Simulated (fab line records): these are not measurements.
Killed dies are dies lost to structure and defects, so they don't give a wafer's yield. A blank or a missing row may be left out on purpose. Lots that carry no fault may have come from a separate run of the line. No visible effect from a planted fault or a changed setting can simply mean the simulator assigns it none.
The tool behind it: which one? ; flow sky130 ; 13 lots with 39 wafers sampled at 5 steps, on a route of 708 steps

## WHAT THE GAUGES READ, wafer by wafer
SKY_CONTACT_THK_MEAS_03. Usual: CONTACT_HDPCVD_THK gives 566 nm (standard deviation 5.8).
lot;measured;on;CONTACT_HDPCVD_THK (nm);flag
L716;day 30 17:59;film_metro-02;571 575 573;
L718;day 31 08:45;film_metro-02;573 571 562;
L720;day 31 22:40;film_metro-02;563 568 559;
L722;day 33 00:41;film_metro-02;556 569 569;
L723;day 33 03:11;film_metro-02;573 559 570;
L724;day 33 12:24;film_metro-03;572 568 568;
L725;day 33 20:46;film_metro-04;557 562 564;
L726;day 34 01:08;film_metro-04;561 569 562;
L730;day 35 10:05;film_metro-03;555 179 560;OFF
L732;day 35 11:52;film_metro-04;568 565 565;
L735;day 36 21:10;film_metro-02;571 562 566;
L736;day 36 22:54;film_metro-04;560 558 564;
L738;day 37 13:34;film_metro-04;566 562 564;

SKY_CONTACT_OVL_MEAS_15. Usual: CONTACT_OVL gives 0 nm (standard deviation 4.6).
lot;measured;on;CONTACT_OVL (nm);flag
L716;day 31 22:37;overlay-01;6 3 0;
L718;day 32 13:22;overlay-02;-6 1 -4;
L720;day 33 01:45;overlay-01;-6 -4 -7;
L722;day 34 03:57;overlay-02;9 2 1;
L723;day 34 05:43;overlay-01;-2 -9 2;
L724;day 34 15:13;overlay-02;-1 1 -1;
L725;day 35 00:13;overlay-01;0 3 -1;
L726;day 35 04:10;overlay-01;-2 9 2;
L730;day 36 13:01;overlay-02;7 8 10;
L732;day 36 14:14;overlay-02;0 -2 1;
L735;day 37 23:31;overlay-01;3 -2 4;
L736;day 38 01:43;overlay-02;6 -6 -3;
L738;day 38 16:14;overlay-01;1 -6 -3;

## TOOL THAT RAN EACH LOT (tool first, then ch and the chambers of the sampled wafers, then the start)
lot;SKY_SPACER_ETCHBACK_02;SKY_CONTACT_HDPCVD_02;SKY_CONTACT_CMP_04
L716;rie_diel-02 ch 1,3, day 23 07:45;hdpcvd-02 ch 0,2, day 30 17:54;cmp-02 ch 2,3, day 30 18:02
L718;rie_diel-02 ch 0,2, day 24 00:10;hdpcvd-02 ch 0,2, day 31 08:41;cmp-01 ch 0,3, day 31 08:49
L720;rie_diel-04 ch 0,2, day 24 14:25;hdpcvd-02 ch 0,1, day 31 22:36;cmp-02 ch 1,3, day 31 22:44
L722;rie_diel-04 ch 0,1,2, day 25 17:55;hdpcvd-02 ch 0,1,2, day 33 00:37;cmp-01 ch 0,2,3, day 33 00:47
L723;rie_diel-04 ch 1,2,3, day 26 00:01;hdpcvd-01 ch 0,2, day 33 03:07;cmp-02 ch 0,2,3, day 33 03:14
L724;rie_diel-02 ch 1,2,3, day 26 08:02;hdpcvd-02 ch 0,1, day 33 12:20;cmp-01 ch 1,2,3, day 33 12:34
L725;rie_diel-04 ch 0,2,3, day 26 18:37;hdpcvd-02 ch 0,1, day 33 20:42;cmp-02 ch 0,1,2, day 33 20:50
L726;rie_diel-04 ch 0,2,3, day 26 21:11;hdpcvd-01 ch 0,2, day 34 01:02;cmp-01 ch 0,1,3, day 34 01:19
L730;rie_diel-02 ch 1,2,3, day 28 09:32;hdpcvd-01 ch 1,2, day 35 10:01;cmp-02 ch 0,1,2, day 35 10:14
L732;rie_diel-04 ch 1,2,3, day 28 12:59;hdpcvd-02 ch 0,1, day 35 11:47;cmp-02 ch 1,2,3, day 35 12:00
L735;rie_diel-04 ch 0,1,3, day 29 20:29;hdpcvd-02 ch 0,1, day 36 21:06;cmp-02 ch 1,2,3, day 36 21:17
L736;rie_diel-03 ch 0,1,3, day 30 00:13;hdpcvd-02 ch 1,2, day 36 22:49;cmp-02 ch 0,3, day 36 23:00
L738;rie_diel-02 ch 0,1,3, day 30 17:05;hdpcvd-02 ch 0,1,2, day 37 13:29;cmp-02 ch 0,1, day 37 13:37
- SKY_SPACER_ETCHBACK_02: etches Si3N4 in CH3F/O2, stops on SiO2, time 46.7 s, target depth 45 nm.
- SKY_CONTACT_HDPCVD_02: deposits SiO2, target thk 565 nm, time 94.2 s.
- SKY_CONTACT_CMP_04: polishes SiO2.

## AS READ BY THE TOOLS THEMSELVES (means over the sampled wafers that have a number; for cases with no such wafer, the mark the record gives instead)
SKY_SPACER_ETCHBACK_02. Usual: drypump_motor_current_A 5.8 A, standard deviation 0.52; oes_product_au 0.859 a.u., standard deviation 0.0064; throttle_valve_pct 10.563 %, standard deviation 0.0087.
lot;tool;drypump_motor_current_A (A);oes_product_au (a.u.);throttle_valve_pct (%);flag
L716;rie_diel-02;5.1;0.860;10.559;
L718;rie_diel-02;5.8;0.866;10.569;
L720;rie_diel-04;5.9;0.853;10.570;
L722;rie_diel-04;5.7;0.862;10.565;
L723;rie_diel-04;6.1;0.863;10.572;
L724;rie_diel-02;5.4;0.855;10.560;
L725;rie_diel-04;6.0;0.864;10.563;
L726;rie_diel-04;6.0;0.859;10.567;
L730;rie_diel-02;5.4;0.866;10.565;
L732;rie_diel-04;6.1;0.856;10.566;
L735;rie_diel-04;5.8;0.853;10.567;
L736;rie_diel-03;5.6;0.858;10.562;
L738;rie_diel-02;5.4;0.857;10.557;

SKY_CONTACT_CMP_04. Usual: motor_current_A 12.2 A, standard deviation 1.2; platen_rpm 60.00 rpm, standard deviation 0.044; time_to_endpoint_s 82 s, standard deviation 4.8.
lot;tool;motor_current_A (A);platen_rpm (rpm);time_to_endpoint_s (s);flag
L716;cmp-02;13.0;59.99;82;
L718;cmp-01;13.3;60.01;77;
L720;cmp-02;12.8;60.01;82;
L722;cmp-01;12.9;60.02;80;
L723;cmp-02;11.8;59.98;82;
L724;cmp-01;12.7;59.98;79;
L725;cmp-02;12.1;59.99;81;
L726;cmp-01;12.1;60.02;80;
L730;cmp-02;12.3;59.99;64;OFF
L732;cmp-02;12.6;59.99;88;
L735;cmp-02;12.6;60.08;90;
L736;cmp-02;10.9;60.00;81;
L738;cmp-02;11.4;59.98;85;

## THE ANSWER, worked out from the rows above alone
Rule: a lot is off if the mean of its wafers that have a number lies more than 3 standard deviations from the usual mean. Also off: a lot with no number at a reading for which 4 or more lots have one. Any other lot the step has rows for is counted as sound. After the gauges, taken in route order, come the tools' own readings; for these a lot's mean is taken, as printed above. At the first step where some lot is off, the reading lying furthest off is the one used; lots without a number count as furthest.
Off: at SKY_CONTACT_THK_MEAS_03 (CONTACT_HDPCVD_THK), L730.
If a tool, at a process step before that reading, ran all the lots that are off and no sound lot after the first of them, it fits. The gauges at SKY_CONTACT_THK_MEAS_03 aren't tried: what is off there is off at SKY_CONTACT_CMP_04 too, on other tools, and a gauge's error can't cause that. One fits: hdpcvd-01 at SKY_CONTACT_HDPCVD_02. Its last sound lot is L726 (day 34 01:02), its first lot that is off L730 (day 35 10:01): a fault that began between those two fits.

## WHAT THE SIMULATOR PUT IN
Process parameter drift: hdpcvd-01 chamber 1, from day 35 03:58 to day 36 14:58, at SKY_CONTACT_HDPCVD_02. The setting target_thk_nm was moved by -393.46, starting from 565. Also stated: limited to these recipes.
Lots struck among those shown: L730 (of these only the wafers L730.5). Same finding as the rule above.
